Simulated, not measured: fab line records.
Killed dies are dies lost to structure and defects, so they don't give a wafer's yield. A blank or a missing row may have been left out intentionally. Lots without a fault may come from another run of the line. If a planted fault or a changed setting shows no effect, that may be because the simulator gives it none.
Which of the tools did it? -- flow sky130 -- route of 708 steps, sampled at 1 step: 14 lots, 42 wafers

WHAT THE GAUGES READ, wafer by wafer
Not one reading of a measure or inspect step in the record can be checked against a usual standard deviation.

WHICH TOOL RAN EACH LOT (tool, then ch and the chambers of the sampled wafers, then the start)
lot,SKY_NWELL_OXIDATION_01
L851,"furnace-02 ch 0, day 2 19:21"
L852,"furnace-02 ch 0, day 2 19:21"
L854,"furnace-02 ch 0, day 3 09:18"
L855,"furnace-02 ch 0, day 3 12:06"
L856,"furnace-01 ch 0, day 3 15:55"
L857,"furnace-01 ch 0, day 3 21:20"
L862,"furnace-02 ch 0, day 4 21:29"
L868,"furnace-02, day 6 03:43"
L869,"furnace-01, day 6 10:25"
L870,"furnace-01 ch 0, day 6 18:56"
L871,"furnace-01 ch 0, day 7 06:09"
L872,"furnace-01 ch 0, day 7 06:09"
L873,"furnace-02 ch 0, day 7 10:52"
L874,"furnace-01 ch 0, day 7 16:46"
- SKY_NWELL_OXIDATION_01: stabilise 600 s, purge 300 s, target thk 10 nm.

AS READ BY THE TOOLS THEMSELVES (means over the sampled wafers that have a number; for cases with no such wafer, the mark the record gives instead)
SKY_NWELL_OXIDATION_01. Usual: ox-temp-c 900.0 C, standard deviation 0.37; ox-temp-c-max 903.8, standard deviation 0.74; spike-tc-upper-C 900.0 C, standard deviation 1.1; zone-power-centre-pct 20.6 %, standard deviation 0.36.
lot,tool,ox-temp-c (C),ox-temp-c-max,spike-tc-upper-C (C),zone-power-centre-pct (%),flag
L851,furnace-02,900.3,903.7,899.5,20.9,
L852,furnace-02,899.8,903.0,900.5,20.8,
L854,furnace-02,900.1,903.5,899.7,20.7,
L855,furnace-02,899.9,903.9,899.7,20.9,
L856,furnace-01,900.0,904.1,900.2,20.3,
L857,furnace-01,900.5,903.7,901.1,20.2,
L862,furnace-02,900.2,903.9,898.7,20.9,
L868,furnace-02,-,-,-,-,OFF
L869,furnace-01,-,-,-,-,OFF
L870,furnace-01,899.6,903.2,901.2,20.4,
L871,furnace-01,900.4,904.0,900.2,20.2,
L872,furnace-01,900.6,904.2,900.3,20.4,
L873,furnace-02,900.2,903.9,900.1,20.9,
L874,furnace-01,900.0,903.8,900.7,20.2,

THE ANSWER, worked out from the rows above alone
Rule: lot off if the mean of its wafers having a number is beyond 3 standard deviations from the usual mean. A lot without any number at a reading at which 4 lots or more have one is off too. The other lots that the step has rows for count as sound. After the gauges, taken in route order, come the tools' own readings; for these a lot's mean is taken, as printed above. The first step at which some lot is off is used, and at that step the reading that is off furthest; a lot without a number counts as furthest.
Off: L868, L869, at SKY_NWELL_OXIDATION_01 (ox-temp-c). Without a number there: L868, L869.
If a tool, at that step or one of the process steps before it, ran each lot that is off and ran no sound lot following the first of them, it fits. No candidate that was tried fits.

WHAT THE SIMULATOR HAD PUT IN
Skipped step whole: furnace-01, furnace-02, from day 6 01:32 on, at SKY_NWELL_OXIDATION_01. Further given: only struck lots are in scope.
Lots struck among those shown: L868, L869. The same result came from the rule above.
